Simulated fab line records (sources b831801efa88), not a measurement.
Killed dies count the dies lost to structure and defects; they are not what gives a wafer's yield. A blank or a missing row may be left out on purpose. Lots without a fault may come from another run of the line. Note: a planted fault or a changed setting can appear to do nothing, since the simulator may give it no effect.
Which tool is to blame? -- flow sky130 -- Sampling: 9 lots, 27 wafers, 3 of 708 route steps

== WHAT THE GAUGES SHOWED, per wafer ==
SKY_METAL1_CD_MEAS_15: the cd target is 140 nm.
lot,measured,on,cd_nm (nm)
L129,day 36 00:17,cd_sem-01,140.0 140.5 140.7
L130,day 36 09:25,cd_sem-02,142.5 141.4 141.5
L131,day 36 18:56,cd_sem-01,141.0 141.8 140.8
L132,day 36 23:37,cd_sem-02,139.8 139.3 137.7
L133,day 38 08:43,cd_sem-02,136.8 139.1 138.9
L136,day 38 10:05,cd_sem-01,142.1 141.0 141.1
L137,day 38 18:43,cd_sem-02,144.1 143.4 143.0
L138,day 39 11:31,cd_sem-01,140.6 140.8 141.2
L139,day 40 04:29,cd_sem-01,141.5 141.9 142.5

== EACH LOT AND THE TOOL THAT RAN IT (in order: tool; ch and the chambers of the sampled wafers; start) ==
lot,SKY_METAL1_SPUTTER_00,SKY_METAL1_SPUTTER_01
L129,"pvd_sputter-04, day 34 22:05","pvd_sputter-04, day 34 22:06"
L130,"pvd_sputter-02, day 35 07:24","pvd_sputter-02, day 35 07:25"
L131,"pvd_sputter-02, day 35 16:18","pvd_sputter-02, day 35 16:20"
L132,"pvd_sputter-02, day 35 20:40","pvd_sputter-02, day 35 20:41"
L133,"pvd_sputter-02, day 37 06:45","pvd_sputter-02, day 37 06:46"
L136,"pvd_sputter-02, day 37 08:23","pvd_sputter-02, day 37 08:24"
L137,"pvd_sputter-04, day 37 17:36","pvd_sputter-04, day 37 17:37"
L138,"pvd_sputter-02, day 38 10:37","pvd_sputter-02, day 38 10:38"
L139,"pvd_sputter-04, day 39 04:03","pvd_sputter-04, day 39 04:04"
- SKY_METAL1_SPUTTER_00: material Ti, target thk 15 nm, time 10 s.
- SKY_METAL1_SPUTTER_01: material TiN, target thk 20 nm, time 16.7 s.

== THE ANSWER, worked out from the rows above alone ==
Rule: the lots themselves supply what counts as usual. The widest of any qualifying gaps counts: lots, ordered by their means at a reading, are off when they make up no more than a third of the lots, leave a main group of 4 or more, and stand apart from it by 3 or more times the standard deviation of that group's means. A main group whose means are all the same, to the digits that the tables above print for the reading, isn't used. Also off: a lot with no number at a reading for which 4 or more lots have one. The other lots that the step has rows for count as sound.
No lot is off on any of the readings shown, so nothing can be concluded from this.

== WHAT WAS PUT IN BY THE SIMULATOR ==
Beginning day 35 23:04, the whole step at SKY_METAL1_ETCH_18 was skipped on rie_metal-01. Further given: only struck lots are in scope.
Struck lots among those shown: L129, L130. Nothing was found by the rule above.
